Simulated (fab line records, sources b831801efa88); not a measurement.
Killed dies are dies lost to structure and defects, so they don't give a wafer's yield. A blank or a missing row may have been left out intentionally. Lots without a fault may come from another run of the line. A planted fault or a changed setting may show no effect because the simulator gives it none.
fab line records | flow gf180mcu | part 2 of 2: steps 28 to 37 of 37
record: lots: 5 | wafers: 15 | last-day: 34
route steps=602 shown M4@465 V4@476
lots that met no fault: from a run of the same line without faults
start-h: the number of hours between the record's first day and the start of the first shown wafer of the lot | wait-h: hours from the lot's prior step to this one | " unchanged from the row above | L1.1+2: one row covering several wafers at once | - no value, or no start given | * or withheld: withheld | < > ~ a bound
route shown NAME@n: a module of which the file shows steps, and the number in the route of the first | usual: mean/standard deviation of fault-free wafers | same: alike in all rows | chamber/n: place in a boat | sites: readings site by site | _std_site: standard deviation across them | _edge_site: mean of outer sites minus mean of inner sites | radius-mm: how far each site lies from the wafer's centre | mask NAME#n: copy n | behind: the last tool/chamber to shape the wafer | hold: reason for holding the lot/hours on hold/outcome of the hold | device: names the non-switching transistor (n, p or np) | end of line: at the end of the route, the tests of the same wafers | a step without rows: its recipe alone | killed: count of dies lost to structure and defects at first sort (not the wafer's yield) | map: a wafer's dies, marking killed ones x, the rest . and places with no die _
set.NAME: the setting as run; set.NAME@STEP: as run at that earlier step | model.NAME: the simulator's own value behind a step, which no gauge read
lots seen at some steps along the route; tables by step, rows by wafer
services: the hour from which a tool's chamber was out of use, counted from the record's first day as start-h (under 0 if before that day), plus the number of hours and why
== steps ==
step: GF_V4_ETCH_16
recipe: chemistry: N2/H2 | target-depth-a: withheld | overetch-a: withheld | time-s: withheld | target: BARC | ion-energy-ev: 200 | source-w: 500 | bias-w: 100 | pressure-mtorr: 30 | n2-flow-sccm: 100 | h2-flow-sccm: 200
usual: drypump-motor-current-A: 5.9/0.41 | oes-product-au: 0.855/0.0044 | throttle-valve-pct: 13.226/0.009
lot.wafer | tool        | chamber | start-h | wait-h | drypump-motor-current-A | oes-product-au | throttle-valve-pct
L082.1    | rie-diel-03 | 1       | 627.23  | 0.0    | 6.4                     | 0.856          | 13.232
L082.4    | "           | 0       | "       | "      | 5.9                     | 0.856          | 13.214
L082.6    | "           | 1       | "       | "      | 6.4                     | 0.858          | 13.218
L088.1    | rie-diel-04 | 1       | 672.77  | 0.0    | 5.8                     | 0.855          | 13.234
L088.2    | "           | 3       | "       | "      | 5.6                     | 0.857          | 13.236
L088.5    | "           | 0       | "       | "      | 6.0                     | 0.856          | 13.223
L092.1    | rie-diel-01 | 1       | 705.57  | 0.0    | 6.7                     | 0.857          | 13.234
L092.2    | "           | 3       | "       | "      | 5.7                     | 0.862          | 13.225
L092.5    | "           | 0       | "       | "      | 5.6                     | 0.854          | 13.206
L093.2    | rie-diel-01 | 0       | 715.35  | 0.0    | 5.6                     | 0.856          | 13.229
L093.4    | "           | 3       | "       | "      | 5.7                     | 0.850          | 13.220
L093.6    | "           | 2       | "       | "      | 6.1                     | 0.852          | 13.227
L096.2    | rie-diel-01 | 3       | 728.62  | 0.0    | 5.7                     | 0.851          | 13.218
L096.3    | "           | 1       | "       | "      | 6.7                     | 0.857          | 13.217
L096.6    | "           | 0       | "       | "      | 5.6                     | 0.857          | 13.225
step: GF_V4_ETCH_17
recipe: chemistry: C4F8/O2/Ar | mask-material: KrF | target: SiO2 | stop-on: TiN | source-w: 1500 | bias-w: 1200 | pressure-mtorr: 40 | c4f8-flow-sccm: withheld | O2_flow_sccm: 6 | Ar_flow_sccm: 300 | time-s: withheld | target-depth-a: 6300
usual: oes-product-au: 0.856/0.0046
lot.wafer | tool        | chamber | start-h | wait-h | oes-product-au
L082.1    | rie-diel-03 | 1       | -       | -      | 0.853
L082.4    | "           | 0       | "       | "      | 0.852
L082.6    | "           | 1       | "       | "      | 0.853
L088.1    | rie-diel-04 | 1       | -       | -      | 0.851
L088.2    | "           | 3       | "       | "      | 0.853
L088.5    | "           | 0       | "       | "      | 0.854
L092.1    | rie-diel-01 | 1       | -       | -      | 0.855
L092.2    | "           | 3       | "       | "      | 0.859
L092.5    | "           | 0       | "       | "      | 0.850
L093.2    | rie-diel-01 | 0       | -       | -      | 0.862
L093.4    | "           | 3       | "       | "      | 0.853
L093.6    | "           | 2       | "       | "      | 0.853
L096.2    | rie-diel-01 | 3       | -       | -      | 0.850
L096.3    | "           | 1       | "       | "      | 0.850
L096.6    | "           | 0       | "       | "      | 0.862
step: GF_V4_STRIP_18
recipe: chemistry: O2/N2 | power-w: 1400 | pressure-mtorr: 1500 | platen-temp-c: 250 | o2-flow-sccm: 3000 | n2-flow-sccm: 300 | overash-fraction: 0.5
usual: drypump-motor-current-A: 5.6/0.55 | heater-power-w: 355/37 | oes-product-au: 0.593/0.0051
lot.wafer | tool            | chamber | start-h | wait-h | drypump-motor-current-A | heater-power-w | oes-product-au | rf-hours-counter-h
L082.1    | plasma-asher-03 | 0       | 627.36  | -      | 5.9                     | 335            | 0.596          | 86
L082.4    | "               | 0       | "       | "      | 5.9                     | 343            | 0.603          | -
L082.6    | "               | 0       | "       | "      | 6.0                     | 346            | 0.599          | -
L088.1    | plasma-asher-01 | 0       | 672.90  | -      | 6.0                     | 359            | 0.585          | 27
L088.2    | "               | 1       | "       | "      | 5.8                     | 347            | 0.588          | 27
L088.5    | "               | 1       | "       | "      | 5.8                     | 344            | 0.594          | -
L092.1    | plasma-asher-01 | 1       | 705.70  | -      | 5.8                     | 335            | 0.588          | 31
L092.2    | "               | 0       | "       | "      | 6.1                     | 352            | 0.587          | 31
L092.5    | "               | 0       | "       | "      | 6.1                     | 346            | 0.595          | -
L093.2    | plasma-asher-04 | 0       | 715.48  | -      | 4.9                     | 382            | 0.595          | 107
L093.4    | "               | 0       | "       | "      | 4.9                     | 380            | 0.597          | -
L093.6    | "               | 1       | "       | "      | 6.2                     | 412            | 0.598          | -
L096.2    | plasma-asher-03 | 0       | 728.75  | -      | 5.9                     | 343            | 0.595          | 97
L096.3    | "               | 1       | "       | "      | 4.7                     | 306            | 0.592          | -
L096.6    | "               | 0       | "       | "      | 5.9                     | 333            | 0.595          | -
step: GF_V4_STRIP_19
recipe: chemistry: post-etch-residue-remover | time-s: 1200 | temp-c: 72.5
same: time-s: 1200
lot.wafer  | tool         | chamber | start-h | wait-h
L082.1+4+6 | wet-bench-04 | 0       | 627.46  | 0.1
L088.1+2+5 | wet-bench-02 | 0       | 673.00  | 0.1
L092.1+2+5 | wet-bench-02 | 0       | 705.80  | 0.1
L093.2+4+6 | wet-bench-03 | 2       | 715.58  | 0.1
L096.2+3+6 | wet-bench-03 | 3       | 728.85  | 0.1
step: GF_V4_CLEAN_20
recipe: chemistry: DIW | dry: n2-spin
lot.wafer  | tool         | chamber | start-h | wait-h
L082.1+4+6 | wet-bench-02 | 2       | 627.81  | 0.0
L088.1+2+5 | wet-bench-03 | 0       | 673.68  | 0.0
L092.1+2+5 | wet-bench-04 | 1       | 706.14  | 0.0
L093.2+4+6 | wet-bench-03 | 3       | 715.95  | 0.0
L096.2+3+6 | wet-bench-04 | 2       | 729.19  | 0.0
step: GF_V4_SPUTTER_21
recipe: material: Ti | target-thk-nm: 15 | chamber-pressure-pa: 5 | power-w: 2500 | substrate-temp-c: 200 | time-s: 80.02
usual: throttle-valve-pct: 30.5/0.89
same: time-s: 80.02
lot.wafer | tool           | chamber | start-h | wait-h | throttle-valve-pct
L082.1    | pvd-sputter-01 | -       | 627.90  | 0.0    | 30.5
L082.4    | "              | -       | "       | "      | 30.7
L082.6    | "              | -       | "       | "      | 30.6
L088.1    | pvd-sputter-04 | -       | 673.78  | 0.0    | 31.3
L088.2    | "              | -       | "       | "      | 30.9
L088.5    | "              | -       | "       | "      | 30.6
L092.1    | pvd-sputter-01 | -       | 706.23  | 0.0    | 30.8
L092.2    | "              | -       | "       | "      | 30.4
L092.5    | "              | -       | "       | "      | 30.8
L093.2    | pvd-sputter-02 | -       | 716.05  | 0.0    | 30.5
L093.4    | "              | -       | "       | "      | 28.9
L093.6    | "              | -       | "       | "      | 31.1
L096.2    | pvd-sputter-02 | -       | 729.28  | 0.0    | 30.5
L096.3    | "              | -       | "       | "      | 29.9
L096.6    | "              | -       | "       | "      | 29.0
step: GF_V4_SPUTTER_22
recipe: material: TiN | target-thk-nm: 10 | chamber-pressure-pa: 5 | power-w: 4000 | time-s: 40
usual: throttle-valve-pct: 30.5/0.89
same: time-s: 40
lot.wafer | tool           | chamber | start-h | wait-h | throttle-valve-pct
L082.1    | pvd-sputter-01 | -       | 627.96  | 0.0    | 30.6
L082.4    | "              | -       | "       | "      | 30.7
L082.6    | "              | -       | "       | "      | 30.7
L088.1    | pvd-sputter-04 | -       | 673.85  | 0.0    | 31.0
L088.2    | "              | -       | "       | "      | 30.9
L088.5    | "              | -       | "       | "      | 30.9
L092.1    | pvd-sputter-01 | -       | 706.29  | 0.0    | 30.8
L092.2    | "              | -       | "       | "      | 30.6
L092.5    | "              | -       | "       | "      | 30.7
L093.2    | pvd-sputter-02 | -       | 716.11  | 0.0    | 30.4
L093.4    | "              | -       | "       | "      | 28.7
L093.6    | "              | -       | "       | "      | 31.0
L096.2    | pvd-sputter-02 | -       | 729.34  | 0.0    | 30.3
L096.3    | "              | -       | "       | "      | 29.9
L096.6    | "              | -       | "       | "      | 28.9
step: GF_V4_CVD_23
recipe: material: W | target-thk-nm: 350 | time-s: 104.9 | temp-c: 400 | pressure-torr: 40
usual: heater-power-w: 882/53
same: time-s: 104.9
lot.wafer | tool     | chamber | start-h | wait-h | heater-power-w
L082.1    | cvd-w-02 | 1       | 628.00  | 0.0    | 900
L082.4    | "        | 1       | "       | "      | 891
L082.6    | "        | 1       | "       | "      | 894
L088.1    | cvd-w-01 | 1       | 673.88  | 0.0    | 945
L088.2    | "        | 0       | "       | "      | 924
L088.5    | "        | 0       | "       | "      | 944
L092.1    | cvd-w-02 | 1       | 706.33  | 0.0    | 911
L092.2    | "        | 0       | "       | "      | 815
L092.5    | "        | 0       | "       | "      | 800
L093.2    | cvd-w-02 | 0       | 716.15  | 0.0    | 810
L093.4    | "        | 1       | "       | "      | 897
L093.6    | "        | 0       | "       | "      | 814
L096.2    | cvd-w-02 | 1       | 729.38  | 0.0    | 892
L096.3    | "        | 1       | "       | "      | 924
L096.6    | "        | 0       | "       | "      | 813
step: GF_V4_RS_MEAS_24
recipe: thk-meas-gauge: four-point-probe | reads: W_of_V4_CVD_23+TiN_of_V4_SPUTTER_22+Ti_of_V4_SPUTTER_21
usual: V4_W_RS: 0.327/0.0051
lot.wafer | tool          | chamber | start-h | wait-h | V4_W_RS[ohm/sq]
L082.1    | film-metro-02 | -       | 628.11  | 0.1    | 0.325
L082.4    | "             | -       | "       | "      | 0.325
L082.6    | "             | -       | "       | "      | 0.325
L088.1    | film-metro-04 | -       | 674.00  | 0.1    | 0.318
L088.2    | "             | -       | "       | "      | 0.328
L088.5    | "             | -       | "       | "      | 0.325
L092.1    | film-metro-01 | -       | 706.45  | 0.1    | 0.324
L092.2    | "             | -       | "       | "      | 0.340
L092.5    | "             | -       | "       | "      | 0.336
L093.2    | film-metro-01 | -       | 716.28  | 0.1    | 0.334
L093.4    | "             | -       | "       | "      | 0.323
L093.6    | "             | -       | "       | "      | 0.329
L096.2    | film-metro-04 | -       | 729.52  | 0.1    | 0.322
L096.3    | "             | -       | "       | "      | 0.321
L096.6    | "             | -       | "       | "      | 0.330
step: GF_V4_THK_MEAS_25
recipe: thk-meas-gauge: xrf | reads: W_of_V4_CVD_23
usual: V4_W_THK: 358/6.2
lot.wafer | tool          | chamber | start-h | wait-h | V4_W_THK[nm]
L082.1    | film-metro-02 | -       | 628.23  | 0.1    | 359
L082.4    | "             | -       | "       | "      | 359
L082.6    | "             | -       | "       | "      | 360
L088.1    | film-metro-04 | -       | 674.12  | 0.1    | 369
L088.2    | "             | -       | "       | "      | 359
L088.5    | "             | -       | "       | "      | 359
L092.1    | film-metro-01 | -       | 706.57  | 0.1    | 357
L092.2    | "             | -       | "       | "      | 341
L092.5    | "             | -       | "       | "      | 346
L093.2    | film-metro-01 | -       | 716.39  | 0.1    | 348
L093.4    | "             | -       | "       | "      | 358
L093.6    | "             | -       | "       | "      | 350
L096.2    | film-metro-04 | -       | 729.63  | 0.1    | 368
L096.3    | "             | -       | "       | "      | 373
L096.6    | "             | -       | "       | "      | 360
== services ==
tool            | chamber | start-h | hours | kind
rie-metal-04    | 0       | 581.07  | 6.5   | repair
krf-scanner-02  | -       | 584.28  | 3.0   | pm
wet-bench-03    | -       | 585.66  | 1.5   | repair
krf-scanner-02  | -       | 587.28  | 0.8   | pm
krf-scanner-01  | -       | 588.03  | 1.3   | pm
rie-diel-01     | 0       | 597.90  | 2.9   | repair
cmp-02          | -       | 597.96  | 0.6   | repair
rie-diel-01     | -       | 598.04  | 1.6   | repair
krf-scanner-01  | -       | 610.15  | 0.5   | repair
krf-scanner-01  | -       | 616.20  | 0.3   | repair
plasma-asher-02 | -       | 623.78  | 0.6   | repair
plasma-asher-02 | -       | 625.72  | 2.8   | pm
cmp-02          | -       | 636.12  | 1.1   | repair
pvd-sputter-02  | -       | 647.36  | 2.6   | repair
rie-diel-01     | 0       | 648.63  | 5.1   | repair
cmp-02          | -       | 673.86  | 3.0   | pm
krf-scanner-01  | -       | 675.22  | 0.8   | pm
cmp-02          | -       | 683.81  | 2.1   | repair
hdpcvd-02       | -       | 696.65  | 2.7   | repair
krf-scanner-01  | -       | 709.72  | 1.0   | pm
rie-diel-01     | 1       | 711.46  | 8.7   | repair
cmp-02          | -       | 721.73  | 1.2   | repair
krf-scanner-01  | -       | 724.01  | 4.0   | pm
cvd-w-02        | -       | 725.51  | 2.8   | pm
